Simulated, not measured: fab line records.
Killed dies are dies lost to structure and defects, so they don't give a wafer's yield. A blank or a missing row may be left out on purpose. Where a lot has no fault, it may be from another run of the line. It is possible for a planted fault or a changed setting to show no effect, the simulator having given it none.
Code-filled problem report in 8D (eight disciplines) form | flow gf180mcu | the parts of the form that need people (team, actions taken, sign-off) are left out

1. WHAT WENT WRONG
Wafers without a fault read 595.9 W, standard deviation 2.2; rf fwd power W at GF_V4_CVD_02 reads a mean of 691.0 W on 6 wafers belonging to 2 lots. That puts it +43 standard deviations away from the usual mean.
The step: deposits SiO2 from TEOS, target thk 850 nm, time 94.851 s.
Seen first at day 27 11:59 on pecvd-02, wafer L455.1. The record holds 18 wafers of 6 lots with a number at this step. Rule for "out" (also "out of limits"): further than 4 standard deviations from the usual mean. Any other wafer with a number is counted as sound.

2. WHAT IT IS; WHAT IT IS NOT
question                    | is                     | is not
which readings at this step | rf fwd power W         | heater power w, susceptor temp C
which lots                  | L455, L456             | L446, L450, L466, L467
which wafers of those lots  | all that have a number | -
read on which tools         | pecvd-02               | pecvd-01
when                        | from day 27 11:59      | up to then (6 sound wafers); but 6 sound wafers of L466, L467 came after

3. SUSPECTS, AND WHAT RULES EACH OUT
Counting: a tool at any process step up to the reading remains a suspect when it ran all the lots that are out and ran no sound lot after the first of those.
- rie metal-01 at GF_M4_METAL_ETCH_16 (etches the open film in Cl2/BCl3, stops on SiO2, target depth 627.5 nm, time 104.6 s): ruled out as a lasting fault. Sound lots L466 ran on it after its first lot that is out, L455 (day 27 11:13).
- plasma asher-01 at GF_M4_STRIP_17 (strips in O2/N2): ruled out as a lasting fault. Sound lots L466 ran on it after its first lot that is out, L455 (day 27 11:19).
- pecvd-02 at GF_V4_CVD_02 (deposits SiO2 from TEOS, target thk 850 nm, time 94.851 s): ruled out as a lasting fault. Sound lots L466, L467 ran on it after its first lot that is out, L455 (day 27 11:59).
Left after counting: nothing in the record.

4. THE CAUSE (what the simulator had put in)
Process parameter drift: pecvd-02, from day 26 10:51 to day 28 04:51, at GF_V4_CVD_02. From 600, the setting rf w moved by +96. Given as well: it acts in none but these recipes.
Counting ruled it out, wrongly.

5. THE CHAIN OF EFFECTS, in route order
One row per reading whose mean, taken over the struck wafers that have a number, lies over 3 standard deviations from the usual. Readings are gone through only where the record gives a usual standard deviation; hours: the median, over the lots, of the time from a lot's start at the first step in this table giving one to that lot's start at this step; sigmas: the change measured in usual standard deviations.
hours | step         | reading        | usual   | on struck wafers | change | sigmas
0     | GF_V4_CVD_02 | rf fwd power W | 595.9 W | 691.0            | +95.1  | +43
Here are the process steps it includes:
- GF_V4_CVD_02: deposits SiO2 from TEOS, target thk 850 nm, time 94.851 s.
Later steps that measure or inspect, where all struck wafers having a row at the step show a number for every such reading and not one has moved that far: GF_V4_THK_MEAS_03.

6. WHAT WOULD HAVE CAUGHT IT SOONER
In this record no reading fell out of limits until day 27 11:59, 25 hours after the fault had begun at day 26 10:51.
